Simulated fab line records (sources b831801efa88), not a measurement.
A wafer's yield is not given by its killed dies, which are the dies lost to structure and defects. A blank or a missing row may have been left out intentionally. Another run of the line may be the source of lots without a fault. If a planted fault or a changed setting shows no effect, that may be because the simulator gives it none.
A lot that was struck, set against a sound lot || flow sky130 || 34 steps out of a route of 708
Sound: wafers L881.1, L881.2, L881.5. Struck: wafer L876.6. (L876.1, L876.5 of the same lot were not struck and are left out.) The cause comes at the end.
Order at every step that has rows: each side's tool, ch and its chambers, its first start. Under that, the readings that differ: sound wafers || struck wafers || difference of the means || sigmas: that difference in standard deviations of wafers without a fault.
alike: readings whose means differ by less than 2 such deviations, and words and numbers that are the same on both sides. not compared: withheld readings, readings that some wafer has no value for, bounds like >300 that may hide the same value, and numbers for which the record gives no deviation and whose values overlap.
A row with sigmas, a row that says differs or no value, or rows on one side alone: a step with any of these is where the two part. Non-overlapping numbers with no deviation appear without sigmas and do not part them. A reading that every wafer of one side lacks parts them only if that side has two wafers or more.

first, 9 steps without rows for these wafers: SKY_METAL1_DEVELOP_14 (develop time 60 s); SKY_METAL1_DESCUM_17 (chemistry O2, time 8 s); SKY_METAL1_ETCH_18 (etches BARC in N2/H2, stops on SiO2, time 45.9 s, target depth 60 nm); SKY_METAL1_METAL_ETCH_19 (etches the open film in Cl2/BCl3, stops on SiO2, target depth 360 nm, time 78 s); SKY_METAL1_STRIP_20 (strips in O2/N2); SKY_METAL1_STRIP_21 (strips in post etch residue remover, time 1200 s); SKY_METAL1_CLEAN_22 (cleans in IPA, time 180 s); SKY_METAL1_CLEAN_23 (cleans in O3/DIW); SKY_VIA1_HDPCVD_00 (deposits SiO2, target thk 1030 nm, time 171.7 s).
SKY_VIA1_CMP_02: polishes SiO2.
  sound on cmp-02 ch 0,2, day 38 16:44; struck on cmp-01 ch 2, day 35 11:11
{"reading": "model.SiO2_of_VIA1_HDPCVD_00.thk_nm (nm)", "sound": "344.7 345.8 345.5", "struck": 257.6, "difference": -87.7, "sigmas": ""}
  alike: motor_current_A, slurry_filter_dp_kPa
then, 9 steps without rows for these wafers: SKY_VIA1_DEHYDRATE_04 (time 60 s); SKY_VIA1_HMDS_05 (prime time 60 s); SKY_VIA1_COAT_06 (resist thk 60 nm); SKY_VIA1_COAT_07 (resist thk 450 nm); SKY_VIA1_SOFTBAKE_08 (time 90 s); SKY_VIA1_EXPOSE_09 (exposes mask VIM, target cd 150 nm); SKY_VIA1_PEB_10; SKY_VIA1_DEVELOP_11 (develop time 60 s); SKY_VIA1_ETCH_14 (etches BARC in N2/H2, stops on SiO2, time 45.9 s, target depth 60 nm).
SKY_VIA1_ETCH_15: etches SiO2 in C4F8/O2/Ar, stops on TiN, target depth 351 nm, time 54 s.
  sound on rie_diel-01 ch 1,3, day 39 17:52; struck on rie_diel-01 ch 3, day 36 14:08
{"reading": "oes_product_au (a.u.)", "sound": "0.981 0.985 0.988", "struck": 0.834, "difference": -0.151, "sigmas": -27}
{"reading": "model.VIA1.feature_depth_nm (nm)", "sound": "344.7 345.8 345.5", "struck": 257.6, "difference": -87.7, "sigmas": ""}
{"reading": "model.etch.depth_nm (nm)", "sound": "344.7 345.8 345.5", "struck": 257.6, "difference": -87.7, "sigmas": ""}
  alike: bias_w
  not compared: rf_hours_counter_h
then, 12 steps without rows for these wafers: SKY_VIA1_STRIP_16 (strips in O2/N2); SKY_VIA1_STRIP_17 (strips in post etch residue remover, time 1200 s); SKY_VIA1_CLEAN_18 (cleans in IPA, time 180 s); SKY_VIA1_CLEAN_19 (cleans in O3/DIW); SKY_VIA1_SPUTTER_20 (material TiN, target thk 20 nm, time 80 s); SKY_VIA1_CVD_21 (deposits W, target thk 270 nm, time 80.902 s); SKY_VIA1_CMP_24 (polishes, stops on SiO2, t overpolish 15 s, target thk 0 nm); SKY_METAL2_SPUTTER_00 (material Ti, target thk 15 nm, time 10 s); SKY_METAL2_SPUTTER_01 (material TiN, target thk 20 nm, time 16.7 s); SKY_METAL2_SPUTTER_02 (material AlCu, target thk 250 nm, time 13.3 s); SKY_METAL2_SPUTTER_03 (material Ti, target thk 5 nm, time 3.3 s); SKY_METAL2_SPUTTER_04 (material TiN, target thk 70 nm, time 58.3 s).
SKY_METAL2_METAL_ETCH_19: etches the open film in Cl2/BCl3, stops on SiO2, target depth 360 nm, time 78 s.
  sound on rie_metal-04 ch 0,1, day 40 20:23; struck on rie_metal-03 ch 0, day 37 18:19
{"reading": "throttle_valve_pct (%)", "sound": "22.269 22.252 22.250", "struck": 22.295, "difference": "+0.038", "sigmas": "+4"}
{"reading": "model.SiO2_of_VIA1_HDPCVD_00.thk_nm (nm)", "sound": "330.6 331.9 331.6", "struck": 243.6, "difference": -87.8, "sigmas": ""}
  alike: bias_w, drypump_motor_current_A, oes_product_au
  not compared: rf_hours_counter_h
-- the record jumps here: 10 days lie between the struck wafers' starts before and after (it left off in module METAL2 and takes up again in module PAD_OPEN, whose first step shown is number 708 of the route) --
SKY_PAD_OPEN_PROBE_99:
  sound on prober-02, day 50 02:37; struck on prober-01, day 47 20:20
{"reading": "killed_at_M0_to_M3", "sound": "36 41 44", "struck": 60, "difference": "+20", "sigmas": "+3"}
{"reading": "sort_bin_5_function (%)", "sound": "11.0 11.6 8.5", "struck": 13.4, "difference": "+3.0", "sigmas": "+2"}
  alike: defect_limited_yield, killed_at_M4_up, killed_at_contacts, killed_at_front_end, killed_at_other, killed_dies, killed_open, killed_short, sort_bin_3_pad_short, sort_bin_6_memory, sort_n_pass, sort_yield_pct

== WHERE THEY PART ==
Last at SKY_PAD_OPEN_PROBE_99 as far as this record goes, first at SKY_VIA1_ETCH_15.

WHY: whatever the simulator had introduced
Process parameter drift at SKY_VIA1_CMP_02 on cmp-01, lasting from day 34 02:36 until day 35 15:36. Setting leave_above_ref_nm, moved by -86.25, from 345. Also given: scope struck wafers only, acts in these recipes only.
